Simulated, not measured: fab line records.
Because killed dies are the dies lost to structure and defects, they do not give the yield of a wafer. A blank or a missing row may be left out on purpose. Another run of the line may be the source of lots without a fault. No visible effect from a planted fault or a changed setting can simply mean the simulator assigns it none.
Which tool was responsible?    flow sky130    at 1 step of a route of 708, 6 lots with 18 wafers sampled

== WHAT EACH GAUGE READ, for each wafer ==
SKY_SONOS_ONO_CD_MEAS_13: target cd 410 nm.
lot   measured      on         cd_nm (nm)
L453  day 13 06:04  cd_sem-02  406.8 405.9 406.1
L456  day 14 06:10  cd_sem-01  410.2 409.5 410.6
L466  day 18 01:35  cd_sem-01  412.0 411.5 411.3
L470  day 19 15:51  cd_sem-01  409.1 407.8 407.9
L472  day 20 04:10  cd_sem-02  409.6 410.4 409.1
L474  day 20 16:53  cd_sem-02  411.2 410.3 409.4

== WHAT TOOL EACH LOT RAN ON (gives the tool, then ch and the chambers of the sampled wafers, and finally the start) ==
No process step before these readings appears in the record.

== THE ANSWER, worked out from the rows above alone ==
Rule: what is usual is taken from the lots themselves. The widest of any qualifying gaps counts: lots, ordered by their means at a reading, are off when they make up no more than a third of the lots, leave a main group of 4 or more, and stand apart from it by 3 or more times the standard deviation of that group's means. Not used: any main group whose means are identical at the precision the tables above print for the reading. Also off: a lot with no number at a reading for which 4 or more lots have one. Any other lot the step has rows for is counted as sound.
None of the lots is off at any reading shown; this tells nothing.

== WHAT WAS PUT IN BY THE SIMULATOR ==
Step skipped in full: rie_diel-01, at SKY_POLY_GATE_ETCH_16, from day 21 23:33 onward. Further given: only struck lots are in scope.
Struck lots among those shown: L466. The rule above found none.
